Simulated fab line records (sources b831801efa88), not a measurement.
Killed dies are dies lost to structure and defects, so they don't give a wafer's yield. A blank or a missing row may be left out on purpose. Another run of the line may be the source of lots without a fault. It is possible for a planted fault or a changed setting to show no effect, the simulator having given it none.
fab line records	flow sky130
[record] lots = 12	wafers = 36	lastDay = 50
route steps=708 shown VIA2@531 CAP2M@611 VIA4@658 METAL5@661 PAD_OPEN@708
lots untouched by any fault: they come from a run of this same line in which no faults occurred
startH: the number of hours between the record's first day and the start of the first shown wafer of the lot	waitH: hours from the lot's prior step to this one	" as in the row above	L1.1+2: a single row standing in for several wafers	- either no value or no given start	* or withheld: withheld	< > ~ a bound
route shown NAME@n: a module of which the file shows steps, and the number in the route of the first	usual: average and standard deviation across the fault-free wafers	same: alike in all rows	chamber/n: place in a boat	sites: per-site readings	_std_site: their standard deviation	_edge_site: outer sites' mean less inner sites'	radiusMm: for every site, how far away it sits from the centre of the wafer	mask NAME#n: copy n	behind: the last tool/chamber to shape the wafer	hold: cause of the lot's hold/its duration in hours/its outcome	device: which transistor (n, p or np) failed to switch	end of line: tests of these same wafers at the route's end	for a step that has no rows: nothing shown but its recipe	killed: dies lost to structure and defects at the first sort, not the wafer's yield	map: dies across one wafer; x = killed, . = not, _ = none there
set.NAME: the run value of the setting; set.NAME@STEP: its run value at that earlier step	model.NAME: the simulator's own value behind a step, which no gauge read
steps of the route over a sample of lots; a table a step, a row a wafer
services: from which hour (startH, from the record's first day; less than 0 if before it) a tool's chamber was out of use, for how many hours, and why
[[steps]]
[step SKY_VIA2_CMP_24]
[recipe] stopOn = SiO2	tOverpolishS = 20	downForcePsi = 3.5	platenRpm = 60	targetThkNm = 0	padVelocityMS = 0.94248
[usual] motorCurrentA = 11.5/1.2	overpolishRunS = 20.000/0.009	timeToEndpointS = 99.4/2.8
lot.wafer	tool	chamber	startH	waitH	motorCurrentA	overpolishRunS	timeToEndpointS
L822.3	cmp-01	2	856.03	0.0	9.5	19.983	99.1
L822.2	"	3	"	"	11.7	19.988	94.9
L822.6	"	3	"	"	11.5	20.018	96.8
L823.4	cmp-01	3	863.73	0.1	11.7	20.005	95.1
L823.3	"	0	"	"	10.8	19.999	95.7
L823.5	"	2	"	"	9.7	20.007	95.9
L826.4	cmp-02	2	885.36	0.0	11.2	19.993	96.5
L826.3	"	3	"	"	10.9	19.996	99.8
L826.1	"	1	"	"	13.1	20.014	100.3
L828.4	cmp-01	0	896.81	0.1	10.6	20.007	96.8
L828.6	"	0	"	"	11.1	19.988	94.3
L828.5	"	1	"	"	11.2	20.004	96.9
L829.3	cmp-02	1	905.12	0.0	13.5	20.009	99.9
L829.2	"	2	"	"	11.2	19.996	96.5
L829.6	"	1	"	"	13.4	20.002	98.7
L830.3	cmp-01	2	909.87	0.0	9.7	20.004	98.8
L830.1	"	1	"	"	10.9	19.993	96.8
L830.5	"	2	"	"	9.5	20.008	98.3
L831.1	cmp-02	3	918.51	0.1	10.9	20.011	99.3
L831.3	"	0	"	"	12.2	19.982	102.4
L831.2	"	1	"	"	14.0	19.984	100.4
L832.2	cmp-02	0	926.23	0.0	11.8	20.013	102.0
L832.1	"	1	"	"	13.3	20.017	98.0
L832.4	"	2	"	"	11.4	20.011	94.4
L837.3	cmp-02	1	960.90	0.0	14.0	20.003	100.8
L837.2	"	2	"	"	11.1	19.987	98.7
L837.6	"	2	"	"	11.3	20.000	97.4
L841.1	cmp-01	0	984.95	0.2	10.8	19.996	100.0
L841.6	"	1	"	"	11.0	19.987	100.3
L841.5	"	2	"	"	9.5	19.994	98.6
L842.2	cmp-01	3	996.14	0.0	12.1	20.009	98.4
L842.1	"	1	"	"	11.8	20.006	97.2
L842.6	"	3	"	"	12.4	19.996	99.2
L844.3	cmp-01	2	1001.45	0.0	9.7	20.001	104.5
L844.4	"	0	"	"	10.7	19.989	97.9
L844.2	"	1	"	"	10.9	20.014	102.8
[step SKY_CAP2M_SOFTBAKE_08]
[recipe] tempC = 90	timeS = 60	resist = NOVOLAK
[usual] chillPlateTempC = 23.00/0.11	heaterPowerTotalW = 56.59/0.046	runLengthS = 89.2/0.37
lot.wafer	tool	chamber	startH	waitH	chillPlateTempC	heaterPowerTotalW	runLengthS
L822.2	lithoTrack-01	0	949.10	0.1	23.17	56.60	88.7
L822.3	"	0	"	"	22.81	56.55	88.8
L822.6	"	0	"	"	22.93	56.62	88.7
L823.3	lithoTrack-02	0	956.81	0.1	23.08	56.62	89.3
L823.4	"	0	"	"	23.19	56.62	89.3
L823.5	"	0	"	"	23.10	56.58	89.5
L826.1	lithoTrack-02	0	975.76	0.1	23.00	56.59	89.3
L826.3	"	0	"	"	22.94	56.59	89.3
L826.4	"	0	"	"	22.85	56.53	89.4
L828.4	lithoTrack-01	0	985.50	0.1	22.97	56.56	88.6
L828.5	"	0	"	"	23.01	56.61	88.8
L828.6	"	0	"	"	22.88	56.59	88.6
L829.2	lithoTrack-01	0	993.65	0.1	22.97	56.53	88.8
L829.3	"	0	"	"	22.92	56.52	88.9
L829.6	"	0	"	"	22.94	57.63	85.4
L830.1	lithoTrack-01	0	999.37	0.1	22.96	57.60	85.4
L830.3	"	0	"	"	22.95	56.56	88.7
L830.5	"	0	"	"	23.00	56.58	88.8
L831.1	lithoTrack-02	0	1007.11	0.1	23.08	56.63	89.3
L831.2	"	0	"	"	23.07	56.52	89.3
L831.3	"	0	"	"	23.07	56.60	89.3
L832.1	lithoTrack-04	0	1014.10	0.1	22.88	56.59	89.6
L832.2	"	0	"	"	23.00	56.63	89.8
L832.4	"	0	"	"	23.04	56.59	89.4
L837.2	lithoTrack-04	0	1045.82	0.1	22.98	56.57	89.5
L837.3	"	0	"	"	22.95	56.50	89.4
L837.6	"	0	"	"	22.73	56.60	89.6
L841.1	lithoTrack-04	0	1067.40	0.1	23.06	56.61	89.5
L841.5	"	0	"	"	22.94	56.60	89.7
L841.6	"	0	"	"	22.90	56.58	89.8
L842.1	lithoTrack-02	0	1078.02	0.1	22.86	56.54	89.3
L842.2	"	0	"	"	22.94	56.62	89.4
L842.6	"	0	"	"	22.98	56.64	89.5
L844.2	lithoTrack-02	0	1083.29	0.1	22.94	56.62	89.4
L844.3	"	0	"	"	22.82	56.63	89.5
L844.4	"	0	"	"	22.88	56.65	89.3
[step SKY_VIA4_RS_MEAS_19]
[recipe] thkMeasGauge = four-point-probe	reads = W_of_VIA4_CVD_18+TiN_of_VIA4_SPUTTER_17
[usual] VIA4_W_RS = 0.2255/0.0027
lot.wafer	tool	chamber	startH	waitH	VIA4_W_RS[ohm/sq]
L822.2	filmMetro-04	-	1010.90	0.1	0.2246
L822.3	"	-	"	"	0.2239
L822.6	"	-	"	"	0.2262
L823.3	filmMetro-03	-	1019.37	0.1	0.2278
L823.4	"	-	"	"	0.2260
L823.5	"	-	"	"	0.2278
L826.1	filmMetro-02	-	1034.98	0.1	0.2225
L826.3	"	-	"	"	0.2211
L826.4	"	-	"	"	0.2242
L828.4	filmMetro-04	-	1045.43	0.1	0.2250
L828.5	"	-	"	"	0.2210
L828.6	"	-	"	"	0.2212
L829.2	filmMetro-02	-	1053.46	0.1	0.2240
L829.3	"	-	"	"	0.2266
L829.6	"	-	"	"	0.2222
L830.1	filmMetro-04	-	1057.52	0.1	0.2301
L830.3	"	-	"	"	0.2284
L830.5	"	-	"	"	0.2315
L831.1	filmMetro-04	-	1065.68	0.3	0.2226
L831.2	"	-	"	"	0.2239
L831.3	"	-	"	"	0.2244
L832.1	filmMetro-03	-	1072.11	0.1	0.2263
L832.2	"	-	"	"	0.2240
L832.4	"	-	"	"	0.2268
L837.2	filmMetro-03	-	1101.12	0.1	0.2241
L837.3	"	-	"	"	0.2284
L837.6	"	-	"	"	0.2264
L841.1	filmMetro-03	-	1122.83	0.1	0.2256
L841.5	"	-	"	"	0.2240
L841.6	"	-	"	"	0.2272
L842.1	filmMetro-04	-	1131.28	0.1	0.2262
L842.2	"	-	"	"	0.2287
L842.6	"	-	"	"	0.2273
L844.2	filmMetro-02	-	1136.69	0.2	0.2288
L844.3	"	-	"	"	0.2291
L844.4	"	-	"	"	0.2283
[step SKY_METAL5_SPUTTER_00]
[recipe] material = Ti	targetThkNm = 15	powerW = 3000	timeS = 10	chamberPressurePa = 0.4
[usual] chamberPressurePa = 0.4000/0.00079	throttleValvePct = 30.3/0.74
lot.wafer	tool	chamber	startH	waitH	chamberPressurePa	throttleValvePct
L822.2	pvdSputter-02	-	1011.36	0.2	0.4004	30.4
L822.3	"	-	"	"	0.3987	31.1
L822.6	"	-	"	"	0.3996	30.2
L823.3	pvdSputter-03	-	1019.81	0.1	0.3988	32.1
L823.4	"	-	"	"	0.4004	31.8
L823.5	"	-	"	"	0.3987	28.9
L826.1	pvdSputter-04	-	1035.48	0.2	0.4008	29.4
L826.3	"	-	"	"	0.3988	30.3
L826.4	"	-	"	"	0.3989	29.6
L828.4	pvdSputter-03	-	1045.85	0.2	0.4000	32.0
L828.5	"	-	"	"	0.4005	31.7
L828.6	"	-	"	"	0.4007	29.1
L829.2	pvdSputter-04	-	1053.92	0.2	0.4002	29.5
L829.3	"	-	"	"	0.3994	29.7
L829.6	"	-	"	"	0.4004	29.8
L830.1	pvdSputter-02	-	1058.00	0.1	0.4009	31.1
L830.3	"	-	"	"	0.4003	30.2
L830.5	"	-	"	"	0.4004	30.5
L831.1	pvdSputter-04	-	1066.16	0.1	0.4004	30.4
L831.2	"	-	"	"	0.3999	29.6
L831.3	"	-	"	"	0.4001	30.6
L832.1	pvdSputter-03	-	1072.59	0.2	0.3996	29.0
L832.2	"	-	"	"	0.4009	31.8
L832.4	"	-	"	"	0.3998	30.1
L837.2	pvdSputter-04	-	1102.15	0.1	0.4020	30.4
L837.3	"	-	"	"	0.4004	29.8
L837.6	"	-	"	"	0.4007	30.1
L841.1	pvdSputter-02	-	1123.41	0.2	0.3995	30.4
L841.5	"	-	"	"	0.4009	30.6
L841.6	"	-	"	"	0.3994	30.5
L842.1	pvdSputter-04	-	1131.76	0.1	0.4003	29.5
L842.2	"	-	"	"	0.3989	30.1
L842.6	"	-	"	"	0.4015	29.6
L844.2	pvdSputter-02	-	1137.15	0.1	0.3990	31.0
L844.3	"	-	"	"	0.3992	29.9
L844.4	"	-	"	"	0.3997	30.4
[step SKY_PAD_OPEN_PROBE_99]
[usual] defectLimitedYield = 82.4/2	killed_at_M0_to_M3 = 44/6.8	killed_at_M4_up = 3.4/2	killedAtContacts = 24/5.2	killedAtFrontEnd = 15/5.2	killedAtOther = 0.2/0.46	killedDies = 87/9.8	killedOpen = 47/7.5	killedShort = 39/6.8	sort_bin_3_pad_short = 0.8/0.37	sort_bin_5_function = 10.5/1.5	sort_bin_6_memory = 6.3/1.2	sortNPass = 405/9.8	sortYieldPct = 82.4/2
[same] grossDies = 492	killedAtBackSide = 0	sort_bin_4_leakage[%] = 0	sort_bin_8_speed[%] = 0
lot.wafer	tool	chamber	startH	waitH	defectLimitedYield[%]	killed_at_M0_to_M3	killed_at_M4_up	killedAtContacts	killedAtFrontEnd	killedAtOther	killedDies	killedOpen	killedShort	sort_bin_3_pad_short[%]	sort_bin_5_function[%]	sort_bin_6_memory[%]	sortNPass	sortYieldPct[%]
L822.2	prober-02	-	1081.35	0.1	82.7	43	2	27	13	0	85	53	32	0.4	10.8	6.1	407	82.7
L822.3	prober-02	-	1081.40	0.2	82.3	43	4	19	20	1	87	48	39	1.0	10.4	6.3	405	82.3
L822.6	prober-02	-	1081.55	0.2	81.7	49	5	20	16	0	90	45	45	0.4	12.0	5.9	402	81.7
L823.3	prober-01	-	1088.00	0.2	80.9	52	2	27	13	0	94	55	39	1.0	11.4	6.7	398	80.9
L823.4	prober-01	-	1088.05	0.2	78.3	55	6	18	28	0	107	55	52	0.4	13.8	7.5	385	78.3
L823.5	prober-01	-	1088.10	0.2	77.4	58	4	30	19	0	111	59	52	1.2	13.8	7.5	381	77.4
L826.1	prober-02	-	1103.16	0.1	81.3	54	2	26	10	0	92	58	34	0.6	9.8	8.3	400	81.3
L826.3	prober-02	-	1103.26	0.2	81.9	54	5	19	11	0	89	54	35	0.8	9.3	7.9	403	81.9
L826.4	prober-02	-	1103.31	0.2	79.1	47	8	34	13	1	103	48	55	1.0	12.4	7.5	389	79.1
L828.4	prober-02	-	1113.49	0.2	85.8	30	2	27	11	0	70	36	34	0.4	8.3	5.5	422	85.8
L828.5	prober-02	-	1113.54	0.2	83.3	39	5	23	15	0	82	40	42	0.6	11.2	4.9	410	83.3
L828.6	prober-02	-	1113.59	0.2	81.1	47	8	19	19	0	93	52	41	1.6	11.6	5.7	399	81.1
L829.2	prober-01	-	1119.77	0.1	79.7	40	5	31	23	1	100	52	48	0.8	12.2	7.3	392	79.7
L829.3	prober-01	-	1119.82	0.2	79.7	48	4	27	21	0	100	53	47	0.8	13.4	6.1	392	79.7
L829.6	prober-01	-	1119.97	0.2	81.1	49	1	14	29	0	93	58	35	0.4	11.4	7.1	399	81.1
L830.1	prober-02	-	1124.41	0.1	80.5	50	4	26	16	0	96	56	40	1.0	11.8	6.7	396	80.5
L830.3	prober-02	-	1124.51	0.2	86.8	33	2	22	8	0	65	42	23	0.4	8.9	3.9	427	86.8
L830.5	prober-02	-	1124.61	0.2	83.5	35	3	31	10	2	81	42	39	0.8	8.9	6.7	411	83.5
L831.1	prober-01	-	1129.68	0.1	82.5	40	2	28	16	0	86	48	38	1.0	10.6	5.9	406	82.5
L831.2	prober-01	-	1129.73	0.1	81.9	53	3	16	17	0	89	45	44	1.0	9.6	7.5	403	81.9
L831.3	prober-01	-	1129.78	0.2	83.1	36	6	23	18	0	83	40	43	0.6	9.8	6.5	409	83.1
L832.1	prober-02	-	1136.76	0.1	85.0	38	1	22	13	0	74	42	32	0.6	8.1	6.3	418	85.0
L832.2	prober-02	-	1136.81	0.1	84.3	42	2	16	17	0	77	51	26	0.8	9.1	5.7	415	84.3
L832.4	prober-02	-	1136.91	0.2	80.9	39	3	24	27	1	94	46	48	1.2	11.0	6.9	398	80.9
L837.2	prober-01	-	1162.84	0.1	81.9	46	5	27	11	0	89	40	49	0.6	10.8	6.7	403	81.9
L837.3	prober-01	-	1162.89	0.2	84.6	41	1	23	11	0	76	42	34	1.4	8.7	5.3	416	84.6
L837.6	prober-01	-	1163.04	0.2	82.7	46	4	27	8	0	85	43	42	1.0	8.5	7.7	407	82.7
L841.1	prober-01	-	1180.74	0.1	80.5	40	3	34	19	0	96	67	29	0.8	12.6	6.1	396	80.5
L841.5	prober-01	-	1180.94	0.2	83.9	41	4	29	5	0	79	36	43	1.2	9.3	5.5	413	83.9
L841.6	prober-01	-	1180.99	0.2	85.8	42	5	16	7	0	70	37	33	0.6	8.3	5.3	422	85.8
L842.1	prober-02	-	1186.57	0.1	81.7	51	4	13	22	0	90	55	35	0.4	9.8	8.1	402	81.7
L842.2	prober-02	-	1186.62	0.1	85.8	41	0	18	11	0	70	31	39	0.4	8.5	5.3	422	85.8
L842.6	prober-02	-	1186.82	0.2	84.6	45	4	17	10	0	76	40	36	0.6	8.1	6.7	416	84.6
L844.2	prober-02	-	1192.25	0.1	82.3	44	2	27	14	0	87	48	39	1.6	8.7	7.3	405	82.3
L844.3	prober-02	-	1192.30	0.2	82.9	44	2	26	12	0	84	42	42	1.4	8.3	7.3	408	82.9
L844.4	prober-02	-	1192.35	0.2	78.0	53	2	34	19	0	108	52	56	0.2	13.6	8.1	384	78.0
// killed by level:class
L822.2 LI_CONTACT:geometricParticle:open=10 VIA2:geometricParticle:open=9 VIA1:geometricParticle:open=8 VIA3:geometricParticle:open=8 CONTACT:geometricParticle:short=7 METAL1:geometricParticle:short=5 VIA1:geometricParticle:short=5 FIELD_ISO:geometricParticle:open=3
L822.3 METAL1:geometricParticle:short=10 VIA1:geometricParticle:open=10 POLY_GATE:geometricParticle:short=7 LI_CONTACT:geometricParticle:open=7 VIA3:geometricParticle:open=7 CONTACT:geometricParticle:open=6 VIA2:geometricParticle:open=6 POLY_GATE:geometricParticle:open=5
L822.6 POLY_GATE:geometricParticle:short=8 VIA2:geometricParticle:open=8 CONTACT:geometricParticle:open=8 VIA1:geometricParticle:open=8 VIA3:geometricParticle:open=7 METAL1:geometricParticle:short=6 VIA3:geometricParticle:short=6 LI_CONTACT:geometricParticle:open=5
L823.3 VIA1:geometricParticle:open=16 CONTACT:geometricParticle:open=10 METAL1:geometricParticle:short=8 METAL2:geometricParticle:short=6 VIA2:geometricParticle:open=6 FIELD_ISO:geometricParticle:open=5 CONTACT:geometricParticle:short=5 VIA3:geometricParticle:open=5
L823.4 VIA1:geometricParticle:open=12 FIELD_ISO:geometricParticle:open=9 VIA3:geometricParticle:open=9 VIA2:geometricParticle:open=8 FIELD_ISO:geometricParticle:short=7 POLY_GATE:geometricParticle:short=6 METAL4:geometricParticle:short=6 METAL2:geometricParticle:short=6
L823.5 LI_CONTACT:geometricParticle:open=10 VIA3:geometricParticle:open=10 CONTACT:geometricParticle:open=9 VIA1:geometricParticle:open=8 METAL1:geometricParticle:short=8 METAL2:geometricParticle:short=8 LOCAL_INTERCONNECT:geometricParticle:short=6 VIA1:geometricParticle:short=6
L826.1 VIA1:geometricParticle:open=20 LI_CONTACT:geometricParticle:open=10 CONTACT:geometricParticle:open=7 VIA1:geometricParticle:short=6 VIA2:geometricParticle:short=5 METAL2:geometricParticle:short=5 LOCAL_INTERCONNECT:geometricParticle:open=4 METAL1:geometricParticle:short=4
L826.3 VIA1:geometricParticle:open=11 VIA3:geometricParticle:open=10 CONTACT:geometricParticle:open=8 METAL1:geometricParticle:short=6 VIA2:geometricParticle:open=6 LI_CONTACT:geometricParticle:open=5 METAL1:geometricParticle:open=4 VIA1:geometricParticle:short=4
L826.4 CONTACT:geometricParticle:open=12 VIA1:geometricParticle:short=11 LI_CONTACT:geometricParticle:open=9 LI_CONTACT:geometricParticle:short=8 VIA1:geometricParticle:open=7 VIA2:geometricParticle:open=7 METAL1:geometricParticle:short=6 FIELD_ISO:geometricParticle:short=5
L828.4 CONTACT:geometricParticle:open=9 LI_CONTACT:geometricParticle:open=8 FIELD_ISO:geometricParticle:short=7 VIA3:geometricParticle:open=6 VIA2:geometricParticle:short=5 LI_CONTACT:geometricParticle:short=4 LOCAL_INTERCONNECT:geometricParticle:short=4 METAL1:geometricParticle:short=4
L828.5 VIA1:geometricParticle:open=12 CONTACT:geometricParticle:open=8 CONTACT:geometricParticle:short=7 METAL2:geometricParticle:short=7 FIELD_ISO:geometricParticle:short=5 FIELD_ISO:geometricParticle:open=5 LOCAL_INTERCONNECT:geometricParticle:short=4 VIA2:geometricParticle:open=4
L828.6 VIA3:geometricParticle:open=10 CONTACT:geometricParticle:open=9 FIELD_ISO:geometricParticle:short=8 VIA1:geometricParticle:open=8 METAL1:geometricParticle:short=6 FIELD_ISO:geometricParticle:open=5 LI_CONTACT:geometricParticle:open=5 METAL4:geometricParticle:short=5
L829.2 CONTACT:geometricParticle:open=14 VIA1:geometricParticle:open=14 FIELD_ISO:geometricParticle:open=6 LI_CONTACT:geometricParticle:short=6 FIELD_ISO:geometricParticle:short=5 LOCAL_INTERCONNECT:geometricParticle:short=5 VIA1:geometricParticle:short=5 LI_CONTACT:geometricParticle:open=4
L829.3 CONTACT:geometricParticle:open=11 VIA3:geometricParticle:short=9 LI_CONTACT:geometricParticle:open=8 VIA3:geometricParticle:open=8 METAL2:geometricParticle:short=7 FIELD_ISO:geometricParticle:short=6 VIA1:geometricParticle:open=6 FIELD_ISO:geometricParticle:open=5
L829.6 VIA1:geometricParticle:open=15 VIA3:geometricParticle:open=9 FIELD_ISO:geometricParticle:open=7 LI_CONTACT:geometricParticle:open=6 METAL2:geometricParticle:short=5 VIA3:geometricParticle:short=5 FIELD_ISO:geometricParticle:short=4 POLY_GATE:geometricParticle:open=4
L830.1 CONTACT:geometricParticle:open=16 VIA1:geometricParticle:open=16 CONTACT:geometricParticle:short=7 VIA1:geometricParticle:short=7 METAL3:geometricParticle:short=5 METAL1:geometricParticle:short=5 POLY_GATE:geometricParticle:short=4 VIA2:geometricParticle:open=4
L830.3 CONTACT:geometricParticle:open=12 VIA2:geometricParticle:open=8 VIA1:geometricParticle:open=6 VIA1:geometricParticle:short=5 LI_CONTACT:geometricParticle:open=4 METAL1:geometricParticle:short=3 POLY_GATE:geometricParticle:open=3 LI_CONTACT:geometricParticle:short=3
L830.5 CONTACT:geometricParticle:open=13 VIA1:geometricParticle:open=8 VIA1:geometricParticle:short=7 VIA2:geometricParticle:open=7 POLY_GATE:geometricParticle:short=6 LI_CONTACT:geometricParticle:open=6 CONTACT:geometricParticle:short=6 METAL1:geometricParticle:short=5
L831.1 VIA1:geometricParticle:open=9 CONTACT:geometricParticle:open=8 METAL2:geometricParticle:short=8 LI_CONTACT:geometricParticle:open=8 FIELD_ISO:geometricParticle:short=5 FIELD_ISO:geometricParticle:open=5 LOCAL_INTERCONNECT:geometricParticle:short=5 VIA2:geometricParticle:open=5
L831.2 VIA1:geometricParticle:open=13 VIA3:geometricParticle:open=8 METAL2:geometricParticle:short=7 LOCAL_INTERCONNECT:geometricParticle:short=7 POLY_GATE:geometricParticle:open=6 VIA2:geometricParticle:open=5 POLY_GATE:geometricParticle:short=4 CONTACT:geometricParticle:open=4
L831.3 CONTACT:geometricParticle:open=9 FIELD_ISO:geometricParticle:short=7 VIA1:geometricParticle:short=6 VIA3:geometricParticle:open=6 VIA1:geometricParticle:open=6 FIELD_ISO:geometricParticle:open=5 LOCAL_INTERCONNECT:geometricParticle:short=4 CONTACT:geometricParticle:short=4
L832.1 CONTACT:geometricParticle:open=10 VIA1:geometricParticle:open=8 VIA3:geometricParticle:open=8 CONTACT:geometricParticle:short=5 POLY_GATE:geometricParticle:short=5 VIA1:geometricParticle:short=5 POLY_GATE:geometricParticle:open=4 LI_CONTACT:geometricParticle:open=4
L832.2 VIA1:geometricParticle:open=16 VIA3:geometricParticle:open=7 LI_CONTACT:geometricParticle:open=5 CONTACT:geometricParticle:open=5 FIELD_ISO:geometricParticle:short=4 LI_CONTACT:geometricParticle:short=4 VIA2:geometricParticle:open=4 FIELD_ISO:geometricParticle:open=3
L832.4 POLY_GATE:geometricParticle:short=10 LI_CONTACT:geometricParticle:open=9 FIELD_ISO:geometricParticle:short=8 VIA1:geometricParticle:open=8 CONTACT:geometricParticle:open=7 VIA3:geometricParticle:open=6 METAL1:geometricParticle:short=6 VIA2:geometricParticle:open=6
L837.2 VIA1:geometricParticle:open=9 VIA3:geometricParticle:open=8 CONTACT:geometricParticle:short=7 METAL2:geometricParticle:short=7 METAL1:geometricParticle:short=6 LI_CONTACT:geometricParticle:open=6 LOCAL_INTERCONNECT:geometricParticle:short=5 FIELD_ISO:geometricParticle:short=4
L837.3 CONTACT:geometricParticle:open=9 VIA1:geometricParticle:open=7 VIA3:geometricParticle:open=6 METAL2:geometricParticle:short=5 VIA1:geometricParticle:short=5 VIA2:geometricParticle:open=5 LI_CONTACT:geometricParticle:open=4 CONTACT:geometricParticle:short=4
L837.6 CONTACT:geometricParticle:open=13 VIA1:geometricParticle:open=13 METAL2:geometricParticle:short=11 CONTACT:geometricParticle:short=5 METAL1:geometricParticle:short=5 FIELD_ISO:geometricParticle:short=4 LI_CONTACT:geometricParticle:open=4 LOCAL_INTERCONNECT:geometricParticle:short=3
L841.1 CONTACT:geometricParticle:open=14 VIA2:geometricParticle:open=9 LI_CONTACT:geometricParticle:open=8 VIA1:geometricParticle:open=8 VIA3:geometricParticle:open=8 FIELD_ISO:geometricParticle:open=7 POLY_GATE:geometricParticle:open=6 METAL1:geometricParticle:short=5
L841.5 CONTACT:geometricParticle:open=12 CONTACT:geometricParticle:short=11 METAL2:geometricParticle:short=11 VIA1:geometricParticle:open=10 VIA3:geometricParticle:open=5 METAL4:geometricParticle:short=4 FIELD_ISO:geometricParticle:short=3 LI_CONTACT:geometricParticle:open=3
L841.6 VIA1:geometricParticle:open=12 METAL1:geometricParticle:short=9 CONTACT:geometricParticle:open=8 METAL4:geometricParticle:short=5 VIA1:geometricParticle:short=5 LI_CONTACT:geometricParticle:open=4 VIA2:geometricParticle:open=4 VIA3:geometricParticle:open=4
L842.1 VIA1:geometricParticle:open=10 POLY_GATE:geometricParticle:open=9 VIA2:geometricParticle:open=9 VIA3:geometricParticle:open=8 CONTACT:geometricParticle:open=7 METAL1:geometricParticle:short=6 VIA3:geometricParticle:short=5 FIELD_ISO:geometricParticle:open=4
L842.2 VIA1:geometricParticle:open=10 METAL1:geometricParticle:short=8 LOCAL_INTERCONNECT:geometricParticle:short=5 CONTACT:geometricParticle:open=5 VIA1:geometricParticle:short=4 METAL2:geometricParticle:short=4 VIA2:geometricParticle:short=4 VIA3:geometricParticle:open=4
L842.6 VIA1:geometricParticle:open=12 VIA3:geometricParticle:open=7 CONTACT:geometricParticle:open=6 VIA1:geometricParticle:short=6 METAL3:geometricParticle:short=6 METAL1:geometricParticle:short=5 LI_CONTACT:geometricParticle:open=4 METAL2:geometricParticle:short=4
L844.2 VIA1:geometricParticle:short=11 CONTACT:geometricParticle:open=10 VIA1:geometricParticle:open=9 VIA2:geometricParticle:open=8 LI_CONTACT:geometricParticle:open=7 CONTACT:geometricParticle:short=5 VIA2:geometricParticle:short=5 POLY_GATE:geometricParticle:short=4
L844.3 VIA1:geometricParticle:open=14 CONTACT:geometricParticle:open=8 CONTACT:geometricParticle:short=7 LI_CONTACT:geometricParticle:open=6 METAL2:geometricParticle:short=5 VIA3:geometricParticle:open=5 FIELD_ISO:geometricParticle:short=4 VIA2:geometricParticle:open=4
L844.4 METAL1:geometricParticle:short=15 VIA1:geometricParticle:open=12 CONTACT:geometricParticle:open=12 LI_CONTACT:geometricParticle:open=11 CONTACT:geometricParticle:short=8 VIA1:geometricParticle:short=6 FIELD_ISO:geometricParticle:short=5 POLY_GATE:geometricParticle:short=5
[[services]]
tool	chamber	startH	hours	kind
cmp-02	-	841.29	1.9	repair
cmp-02	-	855.28	5.1	pm
pvdSputter-02	-	871.06	7.5	repair
cmp-02	-	885.91	0.3	repair
cmp-01	-	911.56	3.7	repair
cmp-02	-	912.10	0.3	repair
cmp-01	-	915.25	4.0	pm
cmp-01	-	919.25	-	consumableReplace:conditioner
cmp-01	-	919.25	-	consumableReplace:pad
pvdSputter-04	-	929.41	5.0	repair
cmp-02	-	929.83	0.4	repair
pvdSputter-02	-	934.72	4.6	repair
pvdSputter-03	-	938.87	11.2	repair
pvdSputter-03	-	988.03	3.4	repair
pvdSputter-04	-	1020.62	0.9	repair
cmp-01	-	1039.91	1.2	repair
pvdSputter-03	-	1052.32	6.8	repair
cmp-02	-	1064.51	0.4	repair
cmp-02	-	1080.51	2.8	repair
cmp-02	-	1084.03	4.0	pm
pvdSputter-03	-	1085.42	2.2	repair
cmp-02	-	1088.03	-	consumableReplace:conditioner
cmp-02	-	1088.03	-	consumableReplace:pad
cmp-02	-	1100.02	14.4	pm
[[key]]
[firstSign] step = SKY_CAP2M_SOFTBAKE_08	reading = heaterPowerTotalW	direction = up	sigmas = 22	usual = *	struck = *
[effect] step = SKY_CAP2M_SOFTBAKE_08	reading = runLengthS	direction = down	sigmas = 10	usual = *	struck = *
metAt SKY_CAP2M_SOFTBAKE_08
struckLots L829,L830
struckWafers L829.6,L830.1
notActingAt SKY_VIA2_CMP_24,SKY_VIA4_RS_MEAS_19,SKY_METAL5_SPUTTER_00
onsetBetween 985.50 993.65
[fault] kind = processParameterDrift	tool = lithoTrack-01	chamber = -	onsetH = 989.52	steps = SKY_CAP2M_SOFTBAKE_08	channel = timeS	offset = *	shape = step	endH = 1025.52	scope = struckWafersOnly	actsIn = *	stated = *
